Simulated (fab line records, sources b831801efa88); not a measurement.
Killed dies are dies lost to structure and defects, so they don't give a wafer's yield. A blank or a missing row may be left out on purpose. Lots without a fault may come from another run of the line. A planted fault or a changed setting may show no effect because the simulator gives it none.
fab line records | flow gf180mcu | part 2 of 2: steps 27 to 36 of 36
record lots=5 wafers=15 last_day=33
route steps=602 shown SAB@268 SALICIDE@278 CONTACT@287
lots that met no fault: from a run of the same line without faults
start_h: hours from the record's first day to the start of the lot's first wafer shown | wait_h: hours since the lot's step before | " the same as in the row above | L1.1+2: a row that stands for several wafers | - no value, or no start given | * or withheld: withheld | < > ~ a bound
route shown NAME@n: a module of which the file shows steps, and the number in the route of the first | usual: mean/standard deviation of fault-free wafers | same: alike in all rows | chamber/n: place in a boat | sites: the reading at each site | _std_site: their standard deviation | _edge_site: outer sites' mean less inner sites' | radius_mm: how far each site lies from the wafer's centre | mask NAME#n: copy n | behind: the tool/chamber that last shaped the wafer | hold: why the lot was held/for how many hours/how that ended | device: the transistor (n, p or np) that didn't switch | end of line: the same wafers' tests at the end of the route | a step without rows: its recipe alone | killed: dies lost to structure and defects at the first sort, not the wafer's yield | map: a wafer's dies, x killed, . not, _ none there
set.NAME: the setting as run; set.NAME@STEP: as run at that earlier step | model.NAME: the simulator's own value behind a step, which no gauge read
lots at some steps of the route; a table a step, a row a wafer
services: from which hour (start_h, from the record's first day; less than 0 if before it) a tool's chamber was out of use, for how many hours, and why
## steps
# step GF_CONTACT_HMDS_07
# recipe prime_time_s=60 prime_temp_c=120
# usual exhaust_pa=44.8/0.93
# columns lot.wafer tool chamber start_h wait_h exhaust_pa
L077.1 litho_track-01 0 376.99 0.1 44.3
L077.4 " 0 " " 45.3
L077.6 " 0 " " 44.0
L085.1 litho_track-04 0 450.78 0.1 44.9
L085.4 " 0 " " 46.2
L085.5 " 0 " " 44.9
L087.1 litho_track-04 0 468.73 0.1 43.8
L087.3 " 0 " " 43.4
L087.4 " 0 " " 44.0
L088.1 litho_track-04 0 474.48 0.1 44.3
L088.2 " 0 " " 44.3
L088.5 " 0 " " 44.0
L094.2 litho_track-03 0 519.95 0.1 45.1
L094.4 " 0 " " 44.1
L094.5 " 0 " " 44.2
# step GF_CONTACT_COAT_08
# recipe resist=BARC temp_c=withheld time_s=withheld spin_rpm=withheld resist_thk_nm=withheld
# usual exhaust_pa=45.1/0.89
# columns lot.wafer tool chamber start_h wait_h exhaust_pa
L077.1 litho_track-01 0 377.14 0.1 46.6
L077.4 " 0 " " 46.4
L077.6 " 0 " " 47.3
L085.1 litho_track-04 0 450.93 0.1 46.0
L085.4 " 0 " " 44.5
L085.5 " 0 " " 45.7
L087.1 litho_track-04 0 468.88 0.1 43.2
L087.3 " 0 " " 43.7
L087.4 " 0 " " 45.7
L088.1 litho_track-04 0 474.63 0.1 43.9
L088.2 " 0 " " 45.2
L088.5 " 0 " " 45.5
L094.2 litho_track-03 0 520.10 0.1 46.1
L094.4 " 0 " " 43.9
L094.5 " 0 " " 45.1
# step GF_CONTACT_COAT_09
# recipe resist=KrF spin_rpm=withheld resist_thk_nm=1000
# usual exhaust_pa=44.8/0.9
# columns lot.wafer tool chamber start_h wait_h exhaust_pa
L077.1 litho_track-01 0 - - 43.8
L077.4 " 0 " " 45.5
L077.6 " 0 " " 43.0
L085.1 litho_track-04 0 - - 45.1
L085.4 " 0 " " 45.4
L085.5 " 0 " " 45.9
L087.1 litho_track-04 0 - - 45.8
L087.3 " 0 " " 45.9
L087.4 " 0 " " 44.3
L088.1 litho_track-04 0 - - 45.2
L088.2 " 0 " " 46.6
L088.5 " 0 " " 45.9
L094.2 litho_track-03 0 - - 44.8
L094.4 " 0 " " 46.0
L094.5 " 0 " " 45.4
# step GF_CONTACT_SOFTBAKE_10
# recipe temp_c=130 time_s=60 resist=KrF
# usual exhaust_pa=45.0/0.82 heater_power_total_W=93.05/0.063
# columns lot.wafer tool chamber start_h wait_h exhaust_pa heater_power_total_W
L077.1 litho_track-01 0 - - 44.6 92.94
L077.4 " 0 " " 45.3 93.05
L077.6 " 0 " " 44.6 92.96
L085.1 litho_track-04 0 - - 45.5 93.10
L085.4 " 0 " " 46.4 93.02
L085.5 " 0 " " 45.5 92.92
L087.1 litho_track-04 0 - - 46.5 92.83
L087.3 " 0 " " 45.7 93.04
L087.4 " 0 " " 44.9 93.10
L088.1 litho_track-04 0 - - 45.6 93.09
L088.2 " 0 " " 44.6 93.09
L088.5 " 0 " " 46.2 93.00
L094.2 litho_track-03 0 - - 46.6 93.06
L094.4 " 0 " " 46.7 93.00
L094.5 " 0 " " 47.7 93.11
# step GF_CONTACT_EXPOSE_11
# recipe mask_id=Contact target_cd_nm=220 na=0.68 source_shape=conventional sigma_outer=0.6 dose_mj=38
# same sigma_outer=0.6
# columns lot.wafer tool chamber start_h wait_h mask
L077.1+4+6 krf_scanner-01 0 - - Contact#0
L085.1+4+5 krf_scanner-02 0 - - Contact#0
L087.1+3+4 krf_scanner-01 0 - - Contact#0
L088.1+2+5 krf_scanner-01 0 - - Contact#0
L094.2+4+5 krf_scanner-02 0 - - Contact#0
# step GF_CONTACT_PEB_12
# recipe peb_temp_c=135 peb_time_s=90 resist=KrF
# usual exhaust_pa=45.1/0.88 heater_power_total_W=85.67/0.084
# columns lot.wafer tool chamber start_h wait_h exhaust_pa heater_power_total_W
L077.1 litho_track-04 0 - - 45.3 85.57
L077.4 " 0 " " 45.1 85.63
L077.6 " 0 " " 45.8 85.56
L085.1 litho_track-04 0 - - 45.6 85.87
L085.4 " 0 " " 44.7 85.58
L085.5 " 0 " " 44.9 85.82
L087.1 litho_track-04 0 - - 44.8 85.82
L087.3 " 0 " " 44.0 85.61
L087.4 " 0 " " 44.1 85.60
L088.1 litho_track-04 0 - - 43.2 85.58
L088.2 " 0 " " 45.4 85.67
L088.5 " 0 " " 45.3 85.51
L094.2 litho_track-04 0 - - 46.4 85.83
L094.4 " 0 " " 44.3 85.62
L094.5 " 0 " " 45.2 85.65
# step GF_CONTACT_DEVELOP_13
# recipe develop_time_s=60 resist=KrF dev_temp_c=21
# usual developer_temp_C=21.01/0.098 exhaust_pa=45.1/0.84
# columns lot.wafer tool chamber start_h wait_h developer_temp_C exhaust_pa
L077.1 litho_track-04 0 388.23 0.2 21.04 44.6
L077.4 " 0 " " 21.05 45.4
L077.6 " 0 " " 20.98 45.0
L085.1 litho_track-04 0 463.63 0.2 21.03 43.6
L085.4 " 0 " " 21.09 44.9
L085.5 " 0 " " 21.10 44.5
L087.1 litho_track-04 0 481.63 0.2 21.11 45.4
L087.3 " 0 " " 21.03 47.2
L087.4 " 0 " " 21.18 46.8
L088.1 litho_track-04 0 486.83 0.2 20.89 44.5
L088.2 " 0 " " 20.90 46.6
L088.5 " 0 " " 20.94 46.1
L094.2 litho_track-04 0 531.55 0.2 21.02 44.4
L094.4 " 0 " " 21.10 45.1
L094.5 " 0 " " 21.02 44.2
# step GF_CONTACT_CD_MEAS_14
# recipe target_cd_nm=220
# usual cd_nm=219.9/1.6
# columns lot.wafer tool chamber start_h wait_h cd_nm
L077.1 cd_sem-02 - 388.38 0.1 217.5
L077.4 " - " " 217.4
L077.6 " - " " 217.1
L085.1 cd_sem-01 - 463.78 0.1 217.6
L085.4 " - " " 220.8
L085.5 " - " " 218.4
L087.1 cd_sem-01 - 481.78 0.1 220.7
L087.3 " - " " 222.4
L087.4 " - " " 220.4
L088.1 cd_sem-01 - 486.98 0.1 222.7
L088.2 " - " " 221.2
L088.5 " - " " 220.4
L094.2 cd_sem-01 - 531.70 0.1 219.7
L094.4 " - " " 222.1
L094.5 " - " " 220.9
# step GF_CONTACT_OVL_MEAS_15
# usual CONTACT_OVL=3/5.7
# columns lot.wafer tool chamber start_h wait_h CONTACT_OVL[nm]
L077.1 overlay-01 - 388.50 0.1 -5
L077.4 " - " " -4
L077.6 " - " " 2
L085.1 overlay-02 - 463.90 0.1 8
L085.4 " - " " 9
L085.5 " - " " 10
L087.1 overlay-02 - 481.90 0.1 -3
L087.3 " - " " -3
L087.4 " - " " 3
L088.1 overlay-02 - 487.10 0.1 3
L088.2 " - " " 6
L088.5 " - " " 2
L094.2 overlay-02 - 531.81 0.1 -1
L094.4 " - " " 2
L094.5 " - " " 3
# step GF_CONTACT_ETCH_16
# recipe chemistry=N2/H2 target_depth_a=withheld overetch_a=withheld time_s=withheld target=BARC ion_energy_ev=200 source_w=500 bias_w=100 pressure_mtorr=30 n2_flow_sccm=100 h2_flow_sccm=200
# usual bias_w=100.00/0.28 drypump_motor_current_A=5.6/0.6 oes_product_au=0.855/0.0043 throttle_valve_pct=13.224/0.0089
# columns lot.wafer tool chamber start_h wait_h bias_w drypump_motor_current_A oes_product_au throttle_valve_pct
L077.1 rie_diel-04 0 388.54 0.0 99.94 5.1 0.853 13.230
L077.4 " 2 " " 99.73 4.9 0.849 13.234
L077.6 " 0 " " 99.83 5.0 0.859 13.205
L085.1 rie_diel-03 2 463.94 0.0 100.23 6.4 0.850 13.208
L085.4 " 1 " " 100.50 6.6 0.866 13.215
L085.5 " 0 " " 100.09 5.9 0.858 13.226
L087.1 rie_diel-04 1 481.94 0.0 100.09 5.7 0.853 13.213
L087.3 " 2 " " 99.82 4.9 0.857 13.224
L087.4 " 0 " " 99.99 5.0 0.855 13.231
L088.1 rie_diel-04 2 487.14 0.0 100.13 4.9 0.853 13.227
L088.2 " 3 " " 100.14 4.7 0.857 13.228
L088.5 " 1 " " 99.66 5.7 0.854 13.238
L094.2 rie_diel-03 1 531.84 0.0 100.13 6.6 0.863 13.222
L094.4 " 3 " " 99.88 5.9 0.858 13.223
L094.5 " 3 " " 99.81 5.9 0.857 13.230
## services
# columns tool chamber start_h hours kind
pvd_sputter-02 - 343.19 14.8 repair
rie_diel-04 3 346.85 1.4 repair
cmp-02 - 354.90 2.6 repair
krf_scanner-01 - 359.70 1.0 pm
pecvd-02 - 368.88 14.0 pm
rie_diel-02 2 376.39 4.5 repair
rie_diel-02 1 393.91 4.7 repair
cmp-02 - 405.97 4.0 pm
krf_scanner-01 - 409.65 0.8 pm
cmp-02 - 410.01 6.1 repair
krf_scanner-01 - 420.15 3.6 pm
krf_scanner-01 - 423.71 1.3 pm
wet_bench-02 - 431.15 2.1 repair
rtp_anneal-02 - 431.30 3.7 pm
iline_stepper-02 - 434.77 3.6 repair
rie_diel-03 0 436.71 12.3 repair
rie_diel-04 2 454.27 10.8 repair
iline_stepper-02 - 457.19 1.7 pm
wet_bench-03 - 460.49 3.8 repair
cmp-02 - 475.94 5.1 pm
iline_stepper-02 - 481.10 3.3 repair
rie_diel-04 2 488.14 9.1 repair
hdpcvd-02 - 500.21 2.2 repair
wet_bench-03 - 502.91 1.9 repair
